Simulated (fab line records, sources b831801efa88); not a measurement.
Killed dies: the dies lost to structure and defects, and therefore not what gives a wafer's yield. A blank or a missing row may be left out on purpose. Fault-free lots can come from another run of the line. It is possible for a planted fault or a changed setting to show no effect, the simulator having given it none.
fab line records	flow sky130
record lots=11	wafers=33	last_day=50
route steps=708 shown VT_ADJUST_LVTN@101 VT_ADJUST_HVTR@138 SD_N@350 CONTACT@425 PAD_OPEN@708
lots with no fault: from the same line, run without faults
start_h: start of the lot's first displayed wafer, in hours after the record's first day	wait_h: how many hours have passed since the lot's step before this one	" same as the row above	L1.1+2: a single row standing in for several wafers	- value missing, or start not given	* or withheld: withheld	< > ~ a bound
route shown NAME@n: names a module that has steps shown in the file, with the first one's number in the route	usual: average and standard deviation across the fault-free wafers	same: alike in all rows	chamber/n: place in a boat	sites: readings site by site	_std_site: standard deviation of those values	_edge_site: mean of outer sites minus mean of inner sites	radius_mm: for every site, how far away it sits from the centre of the wafer	mask NAME#n: copy n	behind: the tool/chamber that last shaped the wafer	hold: why the lot went on hold/how many hours it stayed there/how the hold came to an end	device: which transistor (n, p or np) failed to switch	end of line: the tests these same wafers got at the end of their route	for a step that has no rows: nothing shown but its recipe	killed: count of dies lost to structure and defects at first sort (not the wafer's yield)	map: shows each die of a wafer: x if killed, . if not, _ if none is there
set.NAME: the setting the step ran with; set.NAME@STEP: the setting that earlier step ran with	model.NAME: the simulator's own value behind a step, which no gauge read
the route's steps for a sample of lots (tables are steps, rows are wafers)
services: the hour from which a tool's chamber was out of use, counted from the record's first day as start_h (under 0 if before that day), plus the number of hours and why
## steps
# step SKY_VT_ADJUST_LVTN_EXPOSE_04
# recipe mask_id=NWM_COMPLEMENT_LESS_NATIVE	na=0.6	source_shape=conventional	sigma_outer=0.6	polarization=unpolarized	target_cd_nm=840	dose_mj=194
# usual reticle_temp_C=22.98/0.1
lot.wafer	tool	chamber	start_h	wait_h	mask	reticle_temp_C
L689.1	iline_stepper-01	0	135.86	-	NWM_COMPLEMENT_LESS_NATIVE#0	23.05
L689.3	"	0	"	"	NWM_COMPLEMENT_LESS_NATIVE#0	23.11
L689.4	"	0	"	"	NWM_COMPLEMENT_LESS_NATIVE#0	23.15
L690.1	iline_stepper-01	0	141.47	-	NWM_COMPLEMENT_LESS_NATIVE#0	22.95
L690.5	"	0	"	"	NWM_COMPLEMENT_LESS_NATIVE#0	22.90
L690.6	"	0	"	"	NWM_COMPLEMENT_LESS_NATIVE#0	22.91
L691.1	iline_stepper-02	0	149.72	-	NWM_COMPLEMENT_LESS_NATIVE#0	22.89
L691.3	"	0	"	"	NWM_COMPLEMENT_LESS_NATIVE#0	23.03
L691.5	"	0	"	"	NWM_COMPLEMENT_LESS_NATIVE#0	23.01
L692.1	iline_stepper-01	0	157.99	-	NWM_COMPLEMENT_LESS_NATIVE#0	23.04
L692.2	"	0	"	"	NWM_COMPLEMENT_LESS_NATIVE#0	23.14
L692.3	"	0	"	"	NWM_COMPLEMENT_LESS_NATIVE#0	23.00
L698.2	iline_stepper-01	0	192.65	-	NWM_COMPLEMENT_LESS_NATIVE#0	23.06
L698.5	"	0	"	"	NWM_COMPLEMENT_LESS_NATIVE#0	23.00
L698.6	"	0	"	"	NWM_COMPLEMENT_LESS_NATIVE#0	22.93
L700.2	iline_stepper-01	0	202.45	-	NWM_COMPLEMENT_LESS_NATIVE#0	22.98
L700.3	"	0	"	"	NWM_COMPLEMENT_LESS_NATIVE#0	23.00
L700.6	"	0	"	"	NWM_COMPLEMENT_LESS_NATIVE#0	22.92
L702.1	iline_stepper-02	0	222.17	-	NWM_COMPLEMENT_LESS_NATIVE#0	22.80
L702.3	"	0	"	"	NWM_COMPLEMENT_LESS_NATIVE#0	22.88
L702.6	"	0	"	"	NWM_COMPLEMENT_LESS_NATIVE#0	22.85
L707.3	iline_stepper-02	0	245.86	-	NWM_COMPLEMENT_LESS_NATIVE#0	22.96
L707.4	"	0	"	"	NWM_COMPLEMENT_LESS_NATIVE#0	22.98
L707.5	"	0	"	"	NWM_COMPLEMENT_LESS_NATIVE#0	22.99
L708.1	iline_stepper-02	0	251.29	-	NWM_COMPLEMENT_LESS_NATIVE#0	22.98
L708.5	"	0	"	"	NWM_COMPLEMENT_LESS_NATIVE#0	23.06
L708.6	"	0	"	"	NWM_COMPLEMENT_LESS_NATIVE#0	23.03
L710.2	iline_stepper-02	0	264.80	-	NWM_COMPLEMENT_LESS_NATIVE#0	22.90
L710.4	"	0	"	"	NWM_COMPLEMENT_LESS_NATIVE#0	23.02
L710.5	"	0	"	"	NWM_COMPLEMENT_LESS_NATIVE#0	23.05
L711.4	iline_stepper-02	0	275.32	-	NWM_COMPLEMENT_LESS_NATIVE#0	22.71
L711.5	"	0	"	"	NWM_COMPLEMENT_LESS_NATIVE#0	22.93
L711.6	"	0	"	"	NWM_COMPLEMENT_LESS_NATIVE#0	22.85
# step SKY_VT_ADJUST_LVTN_OVL_MEAS_07
# usual VT_ADJUST_LVTN_OVL=0.1/1.4
lot.wafer	tool	chamber	start_h	wait_h	VT_ADJUST_LVTN_OVL[nm]
L689.1	overlay-02	-	146.16	-	0.3
L689.3	"	-	"	"	0.6
L689.4	"	-	"	"	0.2
L690.1	overlay-01	-	152.02	-	-1.7
L690.5	"	-	"	"	-1.5
L690.6	"	-	"	"	-3.1
L691.1	overlay-02	-	159.02	-	1.7
L691.3	"	-	"	"	-0.1
L691.5	"	-	"	"	-0.3
L692.1	overlay-02	-	167.47	-	0.8
L692.2	"	-	"	"	0.7
L692.3	"	-	"	"	-0.1
L698.2	overlay-02	-	202.67	-	300.7
L698.5	"	-	"	"	298.3
L698.6	"	-	"	"	300.1
L700.2	overlay-02	-	213.07	-	299.9
L700.3	"	-	"	"	299.8
L700.6	"	-	"	"	300.3
L702.1	overlay-01	-	232.36	-	-0.7
L702.3	"	-	"	"	0.3
L702.6	"	-	"	"	-0.3
L707.3	overlay-01	-	257.28	-	2.4
L707.4	"	-	"	"	1.8
L707.5	"	-	"	"	0.0
L708.1	overlay-02	-	262.81	-	0.9
L708.5	"	-	"	"	1.1
L708.6	"	-	"	"	-0.2
L710.2	overlay-01	-	277.25	-	-2.7
L710.4	"	-	"	"	1.5
L710.5	"	-	"	"	-1.0
L711.4	overlay-02	-	287.98	-	2.7
L711.5	"	-	"	"	1.2
L711.6	"	-	"	"	1.9
# step SKY_VT_ADJUST_HVTR_CD_MEAS_07
# recipe target_cd_nm=380
# usual cd_nm=378.9/2.3
lot.wafer	tool	chamber	start_h	wait_h	cd_nm
L689.1	cd_sem-01	-	208.67	0.1	379.4
L689.3	"	-	"	"	381.5
L689.4	"	-	"	"	379.7
L690.1	cd_sem-02	-	215.24	0.1	379.6
L690.5	"	-	"	"	380.0
L690.6	"	-	"	"	382.1
L691.1	cd_sem-02	-	222.79	0.1	376.8
L691.3	"	-	"	"	376.2
L691.5	"	-	"	"	376.4
L692.1	cd_sem-02	-	230.46	0.1	378.4
L692.2	"	-	"	"	376.4
L692.3	"	-	"	"	379.4
L698.2	cd_sem-02	-	268.88	0.1	378.4
L698.5	"	-	"	"	380.7
L698.6	"	-	"	"	379.2
L700.2	cd_sem-02	-	279.34	0.1	380.7
L700.3	"	-	"	"	377.7
L700.6	"	-	"	"	379.3
L702.1	cd_sem-02	-	303.32	0.1	384.8
L702.3	"	-	"	"	381.5
L702.6	"	-	"	"	381.7
L707.3	cd_sem-01	-	334.76	0.1	376.7
L707.4	"	-	"	"	377.1
L707.5	"	-	"	"	377.9
L708.1	cd_sem-02	-	340.89	0.1	377.5
L708.5	"	-	"	"	379.7
L708.6	"	-	"	"	378.7
L710.2	cd_sem-02	-	355.76	0.1	378.0
L710.4	"	-	"	"	376.2
L710.5	"	-	"	"	378.3
L711.4	cd_sem-02	-	367.65	0.1	380.5
L711.5	"	-	"	"	381.7
L711.6	"	-	"	"	378.7
# step SKY_SD_N_OVL_MEAS_08
# usual SD_N_OVL=0.3/1.5
lot.wafer	tool	chamber	start_h	wait_h	SD_N_OVL[nm]
L689.1	overlay-02	-	648.28	0.1	2.6
L689.3	"	-	"	"	0.9
L689.4	"	-	"	"	2.1
L690.1	overlay-01	-	658.23	0.1	1.1
L690.5	"	-	"	"	0.3
L690.6	"	-	"	"	1.8
L691.1	overlay-01	-	664.78	0.1	1.4
L691.3	"	-	"	"	0.2
L691.5	"	-	"	"	1.2
L692.1	overlay-01	-	676.63	0.1	1.9
L692.2	"	-	"	"	0.8
L692.3	"	-	"	"	1.4
L698.2	overlay-01	-	721.84	0.1	-0.7
L698.5	"	-	"	"	0.3
L698.6	"	-	"	"	1.3
L700.2	overlay-02	-	734.58	0.1	-0.3
L700.3	"	-	"	"	0.8
L700.6	"	-	"	"	-0.8
L702.1	overlay-02	-	783.78	0.1	0.8
L702.3	"	-	"	"	-1.3
L702.6	"	-	"	"	-0.3
L707.3	overlay-02	-	789.30	0.1	-2.1
L707.4	"	-	"	"	-2.6
L707.5	"	-	"	"	-0.4
L708.1	overlay-02	-	792.83	0.1	-1.7
L708.5	"	-	"	"	-0.1
L708.6	"	-	"	"	-0.2
L710.2	overlay-01	-	810.49	0.1	1.3
L710.4	"	-	"	"	-0.5
L710.5	"	-	"	"	0.5
L711.4	overlay-02	-	819.90	0.1	2.4
L711.5	"	-	"	"	2.6
L711.6	"	-	"	"	-1.3
# step SKY_CONTACT_STRIP_19
# recipe chemistry=O2/N2	power_w=1400	pressure_mtorr=1500	platen_temp_c=withheld	o2_flow_sccm=3000	n2_flow_sccm=300	overash_fraction=0.5
# usual drypump_motor_current_A=5.9/0.53	oes_product_au=0.381/0.0054	strip_time_to_endpoint_s=3.62/0.049
lot.wafer	tool	chamber	start_h	wait_h	drypump_motor_current_A	oes_product_au	rf_hours_counter_h	strip_time_to_endpoint_s
L689.1	plasma_asher-02	0	736.45	-	6.8	0.386	31	3.71
L689.3	"	1	"	"	5.8	0.379	-	3.63
L689.4	"	0	"	"	6.8	0.379	-	3.58
L690.1	plasma_asher-01	1	745.08	-	5.2	0.390	62	3.65
L690.5	"	0	"	"	5.8	0.388	-	3.66
L690.6	"	1	"	"	5.2	0.375	-	3.61
L691.1	plasma_asher-01	1	752.95	-	5.2	0.383	63	3.56
L691.3	"	1	"	"	5.2	0.388	-	3.77
L691.5	"	0	"	"	5.9	0.392	-	3.74
L692.1	plasma_asher-01	1	764.85	-	5.2	0.378	64	3.55
L692.2	"	0	"	"	5.9	0.375	64	3.63
L692.3	"	0	"	"	5.9	0.382	-	3.70
L698.2	plasma_asher-02	0	806.65	-	6.8	0.384	38	3.56
L698.5	"	1	"	"	5.8	0.376	-	3.68
L698.6	"	0	"	"	6.7	0.385	-	3.72
L700.2	plasma_asher-01	0	819.10	-	5.9	0.367	70	3.66
L700.3	"	1	"	"	5.2	0.382	-	3.55
L700.6	"	1	"	"	5.2	0.378	-	3.66
L702.1	plasma_asher-03	0	868.43	-	5.7	0.393	102	3.69
L702.3	"	0	"	"	5.7	0.381	-	3.64
L702.6	"	1	"	"	5.7	0.380	-	3.63
L707.3	plasma_asher-03	1	872.42	-	5.7	0.372	-	3.67
L707.4	"	0	"	"	5.7	0.380	-	3.57
L707.5	"	1	"	"	5.7	0.385	-	3.56
L708.1	plasma_asher-01	0	877.25	-	5.9	0.385	76	3.56
L708.5	"	1	"	"	5.2	0.373	-	3.63
L708.6	"	0	"	"	5.9	0.384	-	3.69
L710.2	plasma_asher-02	1	897.30	-	5.7	0.383	47	3.62
L710.4	"	1	"	"	5.8	0.383	-	3.62
L710.5	"	1	"	"	5.8	0.371	-	3.61
L711.4	plasma_asher-02	1	903.83	-	5.7	0.374	-	3.58
L711.5	"	0	"	"	6.8	0.378	-	3.58
L711.6	"	1	"	"	5.8	0.380	-	3.60
# step SKY_PAD_OPEN_PROBE_99
# usual killed_at_M0_to_M3=44/6.5	killed_at_M4_up=2.9/1.7	killed_at_contacts=24/5.7	killed_at_front_end=16/4.4	killed_at_other=0.2/0.48	killed_dies=87/9.6	killed_on_rim=17/3.8	killed_open=48/6.7	killed_short=38/6.2
# same gross_dies=492	killed_at_back_side=0
lot.wafer	tool	chamber	start_h	wait_h	killed_at_M0_to_M3	killed_at_M4_up	killed_at_contacts	killed_at_front_end	killed_at_other	killed_dies	killed_on_rim	killed_open	killed_short
L689.1	prober-02	-	1084.56	0.1	51	5	18	14	0	88	17	57	31
L689.3	prober-02	-	1084.66	0.2	50	4	20	15	0	89	24	54	35
L689.4	prober-02	-	1084.71	0.2	48	1	21	17	0	87	13	56	29
L690.1	prober-01	-	1085.79	0.1	47	2	22	16	0	87	22	45	42
L690.5	prober-01	-	1085.99	0.2	34	3	15	22	1	75	15	37	38
L690.6	prober-01	-	1086.04	0.2	55	2	19	18	0	94	14	50	44
L691.1	prober-02	-	1088.71	0.1	42	2	21	22	1	88	23	43	45
L691.3	prober-02	-	1088.81	0.2	33	3	18	13	0	67	15	32	35
L691.5	prober-02	-	1088.91	0.2	40	3	37	21	0	101	18	59	42
L692.1	prober-02	-	1100.56	0.1	48	4	26	25	2	105	24	50	54
L692.2	prober-02	-	1100.61	0.1	39	4	29	28	0	100	21	52	47
L692.3	prober-02	-	1100.66	0.2	54	5	17	18	0	94	16	57	37
L698.2	prober-01	-	1132.44	0.1	40	0	27	377	0	444	87	50	31
L698.5	prober-01	-	1132.59	0.2	41	4	45	361	0	451	86	56	49
L698.6	prober-01	-	1132.64	0.2	53	4	25	380	0	462	86	53	45
L700.2	prober-01	-	1142.40	0.1	53	2	19	363	0	437	88	45	36
L700.3	prober-01	-	1142.45	0.2	38	3	29	370	0	440	87	47	34
L700.6	prober-01	-	1142.60	0.2	39	2	25	379	0	445	87	36	38
L702.1	prober-02	-	1177.66	0.1	46	2	17	26	1	92	14	57	33
L702.3	prober-02	-	1177.76	0.2	41	5	21	20	0	87	17	47	39
L702.6	prober-02	-	1177.91	0.2	54	3	20	21	0	98	19	49	49
L707.3	prober-02	-	1182.19	0.2	38	0	21	14	1	74	14	42	32
L707.4	prober-02	-	1182.24	0.2	33	2	30	18	1	84	18	49	35
L707.5	prober-02	-	1182.29	0.2	44	2	26	11	0	83	21	48	35
L708.1	prober-01	-	1182.29	0.1	48	2	26	7	0	83	14	50	33
L708.5	prober-01	-	1182.49	0.2	53	3	17	10	2	85	19	51	32
L708.6	prober-01	-	1182.54	0.2	45	3	23	15	0	86	18	45	41
L710.2	prober-02	-	1198.19	0.1	46	4	17	19	1	87	17	58	28
L710.4	prober-02	-	1198.29	0.2	59	1	15	18	0	93	22	55	38
L710.5	prober-02	-	1198.34	0.2	51	4	24	22	0	101	16	55	46
L711.4	prober-01	-	1201.08	0.2	42	3	21	12	0	78	24	39	38
L711.5	prober-01	-	1201.13	0.2	45	5	20	13	0	83	18	48	34
L711.6	prober-01	-	1201.18	0.2	48	2	17	8	0	75	20	40	35
# killed by level:class
L689.1 VIA1:geometric_particle:open=13 VIA2:geometric_particle:open=12 VIA3:geometric_particle:open=8 LI_CONTACT:geometric_particle:open=7 METAL2:geometric_particle:short=7 CONTACT:geometric_particle:open=6 POLY_GATE:geometric_particle:short=4 VIA1:geometric_particle:short=4
L689.3 VIA1:geometric_particle:open=12 CONTACT:geometric_particle:open=8 VIA3:geometric_particle:open=8 METAL2:geometric_particle:short=7 VIA2:geometric_particle:open=6 LI_CONTACT:geometric_particle:open=5 METAL1:geometric_particle:short=5 FIELD_ISO:geometric_particle:short=4
L689.4 VIA1:geometric_particle:open=16 CONTACT:geometric_particle:open=8 VIA3:geometric_particle:open=8 FIELD_ISO:geometric_particle:short=6 LI_CONTACT:geometric_particle:open=6 VIA2:geometric_particle:open=6 VIA1:geometric_particle:short=5 POLY_GATE:geometric_particle:open=4
L690.1 VIA2:geometric_particle:open=11 VIA1:geometric_particle:open=9 CONTACT:geometric_particle:short=7 LI_CONTACT:geometric_particle:open=6 CONTACT:geometric_particle:open=5 METAL1:geometric_particle:short=5 FIELD_ISO:geometric_particle:short=4 LOCAL_INTERCONNECT:geometric_particle:short=4
L690.5 FIELD_ISO:geometric_particle:short=11 CONTACT:geometric_particle:open=7 VIA1:geometric_particle:open=6 FIELD_ISO:geometric_particle:open=5 VIA2:geometric_particle:open=5 METAL1:geometric_particle:short=5 LI_CONTACT:geometric_particle:open=4 VIA1:geometric_particle:short=3
L690.6 VIA1:geometric_particle:open=11 METAL2:geometric_particle:short=10 VIA3:geometric_particle:open=8 VIA2:geometric_particle:open=7 CONTACT:geometric_particle:open=6 FIELD_ISO:geometric_particle:open=5 POLY_GATE:geometric_particle:short=5 VIA1:geometric_particle:short=5
L691.1 VIA1:geometric_particle:open=10 CONTACT:geometric_particle:open=9 FIELD_ISO:geometric_particle:short=7 FIELD_ISO:geometric_particle:open=7 SPACER:geometric_particle:short=7 VIA2:geometric_particle:open=7 VIA1:geometric_particle:short=5 LOCAL_INTERCONNECT:geometric_particle:short=5
L691.3 VIA2:geometric_particle:short=6 FIELD_ISO:geometric_particle:open=5 LI_CONTACT:geometric_particle:open=5 CONTACT:geometric_particle:open=5 METAL1:geometric_particle:short=5 VIA1:geometric_particle:open=5 LOCAL_INTERCONNECT:geometric_particle:short=4 VIA1:geometric_particle:short=4
L691.5 CONTACT:geometric_particle:open=13 VIA1:geometric_particle:open=11 LI_CONTACT:geometric_particle:open=8 FIELD_ISO:geometric_particle:open=7 CONTACT:geometric_particle:short=7 LOCAL_INTERCONNECT:geometric_particle:short=6 VIA2:geometric_particle:open=6 VIA3:geometric_particle:open=6
L692.1 CONTACT:geometric_particle:open=11 VIA1:geometric_particle:open=11 VIA3:geometric_particle:short=7 METAL2:geometric_particle:short=7 FIELD_ISO:geometric_particle:short=6 POLY_GATE:geometric_particle:short=6 LI_CONTACT:geometric_particle:open=6 LOCAL_INTERCONNECT:geometric_particle:short=6
L692.2 LOCAL_INTERCONNECT:geometric_particle:short=10 POLY_GATE:geometric_particle:open=8 LI_CONTACT:geometric_particle:open=8 VIA1:geometric_particle:open=7 VIA2:geometric_particle:open=7 FIELD_ISO:geometric_particle:short=6 VIA3:geometric_particle:open=6 CONTACT:geometric_particle:short=5
L692.3 VIA1:geometric_particle:open=10 CONTACT:geometric_particle:open=9 METAL1:geometric_particle:short=9 POLY_GATE:geometric_particle:open=7 VIA2:geometric_particle:open=7 FIELD_ISO:geometric_particle:open=6 METAL2:geometric_particle:short=5 LOCAL_INTERCONNECT:geometric_particle:short=4
L698.2 VT_ADJUST_LVTN:overlay=363 CONTACT:geometric_particle:open=12 VIA1:geometric_particle:open=10 VIA1:geometric_particle:short=7 POLY_GATE:geometric_particle:open=6 LOCAL_INTERCONNECT:geometric_particle:short=5 SPACER:geometric_particle:open=4 METAL2:geometric_particle:short=4
L698.5 VT_ADJUST_LVTN:overlay=346 CONTACT:geometric_particle:open=14 LI_CONTACT:geometric_particle:open=13 VIA1:geometric_particle:open=9 LI_CONTACT:geometric_particle:short=8 CONTACT:geometric_particle:short=8 METAL2:geometric_particle:short=7 VIA2:geometric_particle:open=7
L698.6 VT_ADJUST_LVTN:overlay=364 VIA3:geometric_particle:open=11 VIA1:geometric_particle:open=9 CONTACT:geometric_particle:open=7 VIA2:geometric_particle:open=7 LI_CONTACT:geometric_particle:open=6 LOCAL_INTERCONNECT:geometric_particle:short=6 METAL1:geometric_particle:short=6
L700.2 VT_ADJUST_LVTN:overlay=356 CONTACT:geometric_particle:open=13 METAL1:geometric_particle:short=9 VIA3:geometric_particle:open=8 VIA1:geometric_particle:open=8 VIA1:geometric_particle:short=6 VIA2:geometric_particle:open=6 VIA2:geometric_particle:short=5
L700.3 VT_ADJUST_LVTN:overlay=359 LI_CONTACT:geometric_particle:open=11 CONTACT:geometric_particle:open=8 METAL1:geometric_particle:short=7 VIA1:geometric_particle:open=7 LOCAL_INTERCONNECT:geometric_particle:short=6 VIA2:geometric_particle:open=6 VIA2:geometric_particle:short=5
L700.6 VT_ADJUST_LVTN:overlay=371 LI_CONTACT:geometric_particle:open=7 VIA2:geometric_particle:open=6 LI_CONTACT:geometric_particle:short=5 CONTACT:geometric_particle:open=5 METAL1:geometric_particle:short=5 METAL2:geometric_particle:short=5 VIA3:geometric_particle:open=5
L702.1 VIA1:geometric_particle:open=19 FIELD_ISO:geometric_particle:open=8 VIA3:geometric_particle:open=7 LOCAL_INTERCONNECT:geometric_particle:short=6 CONTACT:geometric_particle:open=6 VIA2:geometric_particle:open=6 VIA1:geometric_particle:short=5 FIELD_ISO:geometric_particle:short=4
L702.3 VIA1:geometric_particle:open=12 CONTACT:geometric_particle:open=10 VIA2:geometric_particle:open=6 FIELD_ISO:geometric_particle:short=5 VIA3:geometric_particle:open=5 FIELD_ISO:geometric_particle:open=4 POLY_GATE:geometric_particle:short=4 METAL4:geometric_particle:short=4
L702.6 CONTACT:geometric_particle:open=14 METAL2:geometric_particle:short=10 VIA2:geometric_particle:short=7 VIA1:geometric_particle:open=6 VIA3:geometric_particle:open=6 VIA2:geometric_particle:open=6 POLY_GATE:geometric_particle:short=5 FIELD_ISO:geometric_particle:open=4
L707.3 CONTACT:geometric_particle:open=8 LI_CONTACT:geometric_particle:open=6 VIA1:geometric_particle:open=6 VIA2:geometric_particle:open=5 FIELD_ISO:geometric_particle:short=4 POLY_GATE:geometric_particle:open=4 CONTACT:geometric_particle:short=4 METAL1:geometric_particle:short=4
L707.4 CONTACT:geometric_particle:open=13 METAL2:geometric_particle:short=9 VIA3:geometric_particle:open=9 POLY_GATE:geometric_particle:open=7 LI_CONTACT:geometric_particle:open=7 LI_CONTACT:geometric_particle:short=5 POLY_GATE:geometric_particle:short=4 LOCAL_INTERCONNECT:geometric_particle:short=4
L708.1 VIA2:geometric_particle:open=14 CONTACT:geometric_particle:open=10 VIA1:geometric_particle:open=10 LI_CONTACT:geometric_particle:open=7 METAL1:geometric_particle:short=6 METAL3:geometric_particle:short=4 LOCAL_INTERCONNECT:geometric_particle:short=4 VIA1:geometric_particle:short=4
L707.5 LI_CONTACT:geometric_particle:open=10 VIA1:geometric_particle:open=10 CONTACT:geometric_particle:open=9 VIA3:geometric_particle:open=8 METAL3:geometric_particle:short=6 METAL1:geometric_particle:short=6 FIELD_ISO:geometric_particle:short=4 VIA2:geometric_particle:open=4
L708.5 VIA3:geometric_particle:open=13 VIA1:geometric_particle:open=11 VIA2:geometric_particle:open=8 CONTACT:geometric_particle:open=7 METAL2:geometric_particle:short=6 LI_CONTACT:geometric_particle:open=4 METAL1:geometric_particle:short=4 VIA3:geometric_particle:short=4
L708.6 METAL2:geometric_particle:short=11 LI_CONTACT:geometric_particle:open=7 CONTACT:geometric_particle:open=7 VIA1:geometric_particle:open=7 VIA3:geometric_particle:open=7 FIELD_ISO:geometric_particle:short=5 LOCAL_INTERCONNECT:geometric_particle:short=5 FIELD_ISO:geometric_particle:open=4
L710.2 VIA1:geometric_particle:open=15 VIA3:geometric_particle:open=8 POLY_GATE:geometric_particle:open=6 FIELD_ISO:geometric_particle:open=6 CONTACT:geometric_particle:open=6 LI_CONTACT:geometric_particle:open=5 METAL3:geometric_particle:short=5 VIA1:geometric_particle:short=4
L710.4 VIA1:geometric_particle:open=20 VIA1:geometric_particle:short=9 VIA3:geometric_particle:open=7 POLY_GATE:geometric_particle:short=5 LI_CONTACT:geometric_particle:open=5 CONTACT:geometric_particle:open=5 METAL1:geometric_particle:short=4 METAL2:geometric_particle:short=4
L710.5 VIA1:geometric_particle:open=11 VIA3:geometric_particle:open=9 POLY_GATE:geometric_particle:open=8 LI_CONTACT:geometric_particle:open=8 METAL2:geometric_particle:short=8 CONTACT:geometric_particle:open=7 METAL1:geometric_particle:short=7 POLY_GATE:geometric_particle:short=5
L711.4 CONTACT:geometric_particle:open=9 VIA1:geometric_particle:open=9 VIA3:geometric_particle:open=8 METAL1:geometric_particle:short=7 CONTACT:geometric_particle:short=5 METAL2:geometric_particle:short=5 FIELD_ISO:geometric_particle:open=4 VIA1:geometric_particle:short=4
L711.5 VIA1:geometric_particle:open=10 VIA3:geometric_particle:open=9 METAL2:geometric_particle:short=8 CONTACT:geometric_particle:open=7 VIA2:geometric_particle:open=5 FIELD_ISO:geometric_particle:open=4 FIELD_ISO:geometric_particle:short=4 LI_CONTACT:geometric_particle:short=4
L711.6 VIA1:geometric_particle:open=9 VIA3:geometric_particle:open=7 METAL2:geometric_particle:short=6 CONTACT:geometric_particle:open=6 METAL1:geometric_particle:short=6 VIA1:geometric_particle:short=5 METAL3:geometric_particle:short=5 LOCAL_INTERCONNECT:geometric_particle:open=4
## services
tool	chamber	start_h	hours	kind
iline_stepper-01	-	122.57	1.4	repair
plasma_asher-01	-	126.11	1.8	repair
iline_stepper-02	-	159.46	3.4	repair
iline_stepper-01	-	170.21	1.7	pm
plasma_asher-01	-	181.76	14.6	pm
iline_stepper-02	-	321.31	1.7	pm
iline_stepper-01	-	388.35	1.7	pm
plasma_asher-02	-	400.01	0.5	repair
plasma_asher-02	-	407.01	7.8	repair
plasma_asher-02	-	415.18	1.6	repair
plasma_asher-02	-	421.25	9.0	pm
plasma_asher-02	-	444.50	2.8	pm
plasma_asher-02	-	447.96	14.6	pm
iline_stepper-02	-	511.32	8.9	pm
iline_stepper-02	-	520.89	5.6	repair
plasma_asher-01	-	521.06	1.4	repair
iline_stepper-02	-	539.50	1.7	pm
iline_stepper-02	-	553.62	2.1	repair
iline_stepper-02	-	577.54	2.1	pm
iline_stepper-01	-	606.53	1.7	pm
iline_stepper-02	-	757.67	1.7	pm
iline_stepper-02	-	783.06	0.6	repair
iline_stepper-01	-	824.80	1.7	pm
iline_stepper-02	-	854.46	4.3	pm
## key
first_sign step=SKY_VT_ADJUST_LVTN_OVL_MEAS_07	reading=VT_ADJUST_LVTN_OVL	direction=up	sigmas=99+	usual=0.1	struck=299.8
effect step=SKY_PAD_OPEN_PROBE_99	reading=killed_at_front_end	direction=up	sigmas=80	usual=16	struck=372
more_kills_born_at SKY_VT_ADJUST_LVTN_EXPOSE_04@iline_stepper-01=2159
met_at SKY_VT_ADJUST_LVTN_EXPOSE_04
struck_lots L698,L700
tester_left_out L698,L700
not_acting_at SKY_VT_ADJUST_HVTR_CD_MEAS_07,SKY_SD_N_OVL_MEAS_08,SKY_CONTACT_STRIP_19
onset_between 157.99 192.65
fault kind=scanner_matching_overlay	tool=iline_stepper-01	chamber=-	onset_h=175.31	steps=SKY_VT_ADJUST_LVTN_EXPOSE_04	offset=300.24
# tester_left_out: of these lots the tester's yield and bins aren't shown, on N5 and GAA mostly nor the transistor test; their killed dies are dies lost to structure and defects alone, not to doping, threshold or leakage, so they don't give the yield
